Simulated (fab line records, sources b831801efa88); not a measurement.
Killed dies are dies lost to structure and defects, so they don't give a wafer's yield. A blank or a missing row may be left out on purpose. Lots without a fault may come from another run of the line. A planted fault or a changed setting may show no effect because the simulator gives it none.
Chamber matching | flow sky130 | SKY_CONTACT_CMP_27 on cmp-01: 4 sister chambers
The step polishes, stops on SiO2, t overpolish 15 s, target thk 0 nm. 8 wafers are shown with their chamber, then 6 later ones without.

WAFERS WITH THEIR CHAMBER
wafer  | chamber | motor_current_A (A) | overpolish_run_s (s)
L345.2 | 0       | 11.4                | 15.008
L345.6 | 0       | 11.8                | 14.989
L347.6 | 1       | 10.4                | 15.017
L348.2 | 3       | 10.1                | 15.001
L351.2 | 2       | 12.5                | 15.008
L351.4 | 1       | 10.1                | 14.992
L352.5 | 3       | 9.1                 | 15.004
L352.6 | 2       | 12.2                | 14.999

WAFERS WITHOUT THEIR CHAMBER
wafer  | motor_current_A (A) | overpolish_run_s (s)
L361.1 | 9.5                 | 15.009
L361.3 | 11.2                | 15.028
L361.4 | 11.6                | 14.998
L362.3 | 11.3                | 15.014
L362.4 | 11.2                | 14.982
L362.6 | 11.3                | 14.974

WHICH CHAMBER EACH WENT THROUGH
wafer  | from the rows above               | in truth
L361.1 | can't be placed: 3 or 1           | 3
L361.3 | can't be placed: 0 or 1 or 2 or 3 | 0
L361.4 | can't be placed: 0 or 2           | 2
L362.3 | can't be placed: 0 or 1 or 2      | 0
L362.4 | can't be placed: 0 or 1 or 2      | 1
L362.6 | can't be placed: 0 or 2 or 1      | 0
Placed correctly: 0 of 6. Can't be placed from these rows: 6 (the true chamber is among the candidates in 6). Placed wrongly: 0.
How it was worked out, from the rows above alone: a wafer's distance from a chamber is the root of the sum, over the readings, of the square of ((its reading less the chamber's mean) divided by the reading's scatter). The wafer belongs to the nearest chamber; if the next one is less than 2 further off, it can't be placed. A chamber's mean is the mean of its shown wafers. The scatter: the root of (the sum of the squares of (reading less its chamber's mean) over the shown wafers, divided by (wafers less chambers)).
